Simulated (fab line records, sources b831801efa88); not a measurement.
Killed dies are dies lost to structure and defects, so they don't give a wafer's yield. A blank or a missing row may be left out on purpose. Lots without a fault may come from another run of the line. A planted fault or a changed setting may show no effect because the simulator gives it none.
Problem report in the 8D (eight disciplines) form, filled by code | flow gf180mcu | the parts of the form that need people (team, actions taken, sign-off) are left out

1. THE PROBLEM
V2_W_RS at GF_V2_RS_MEAS_24 reads a mean of 0.436 ohm/sq on 3 wafers of 2 lots; wafers without a fault read 0.327 ohm/sq with a standard deviation of 0.0044. That is +25 standard deviations from the usual mean.
The step: measures by four-point-probe.
First seen on wafer L226.3, day 22 20:19, on film_metro-02. The record holds 33 wafers of 11 lots with a number at this step. Rule for "out", or "out of limits": more than 4 standard deviations from the usual mean. The other wafers with a number count as sound.

2. WHAT IT IS AND WHAT IT IS NOT
question                    | is                     | is not
which readings at this step | V2_W_RS                | -
which lots                  | L226, L227             | L219, L221, L222, L236, L237, L238, L240, L241, L242
which wafers of those lots  | L226.3, L226.6, L227.6 | L226.2, L227.1, L227.2
read on which gauges        | film_metro-02          | film_metro-03, film_metro-04
when                        | from day 22 20:19      | up to then (10 sound wafers); but 20 sound wafers of L227, L236, L237, L238, L240, L241, L242 came after

3. SUSPECTS, AND WHAT RULES EACH OUT
Counting: a tool at a process step up to the reading stays a suspect if it ran every lot that is out. Sound lots after the first of them don't rule it out here, since some wafers of a struck lot are sound.
- the gauge at GF_V2_RS_MEAS_24: kept. All the wafers that are out were read on film_metro-02, and no step on other tools shows them out.
- pvd_sputter-01 at GF_M2_SPUTTER_01 (material TiN, target thk 30 nm, time 25 s): kept. It ran every lot that is out, first L226 (day 20 18:09); its last sound lot up to then is L221 (day 18 19:52).
- cvd_w-02 at GF_V2_CVD_23 (deposits W, target thk 350 nm, time 104.94 s): kept. It ran every lot that is out, first L226 (day 22 20:10); its last sound lot up to then is L219 (day 20 08:56).
Left after counting: pvd_sputter-01 at GF_M2_SPUTTER_01, cvd_w-02 at GF_V2_CVD_23, film_metro-02 at GF_V2_RS_MEAS_24.

4. THE CAUSE (what the simulator had put in)
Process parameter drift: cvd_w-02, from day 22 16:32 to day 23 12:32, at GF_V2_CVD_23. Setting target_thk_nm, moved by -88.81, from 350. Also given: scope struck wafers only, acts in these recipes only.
Counting left 3 suspects, and this tool is among them.

5. THE CHAIN OF EFFECTS, in route order
Each row: a reading whose mean over the struck wafers that have a number lies more than 3 standard deviations from the usual. Only readings for which the record gives a usual standard deviation are gone through. hours: the time from each lot's start at the first step in this table that gives one to its start at this step, as a median over the lots. sigmas: the change in usual standard deviations.
hours | step              | reading            | usual        | on struck wafers | change | sigmas
0     | GF_V2_RS_MEAS_24  | V2_W_RS            | 0.327 ohm/sq | 0.436            | +0.109 | +25
0     | GF_V2_THK_MEAS_25 | V2_W_THK           | 356 nm       | 266              | -90    | -14
0     | GF_V2_CMP_26      | time_to_endpoint_s | 85 s         | 68               | -17    | -4.0
The process steps in it:
- GF_V2_CMP_26: polishes, stops on SiO2, t overpolish 15 s, target thk 0 nm.

6. WHAT WOULD HAVE CAUGHT IT SOONER
In this record the first reading out of limits at a measuring or inspecting step was taken at day 22 20:19, 4 hours after the fault began at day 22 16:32.
Of the tool readings at GF_V2_CVD_23 for which the record gives a usual standard deviation, none was out on any struck wafer, so an alarm limit of 4 standard deviations on them would not have fired.
Of the lots that are out (2), L227 began GF_V2_CVD_23 on cvd_w-02 after day 22 20:19. A hold on the tool at that time would have spared it.
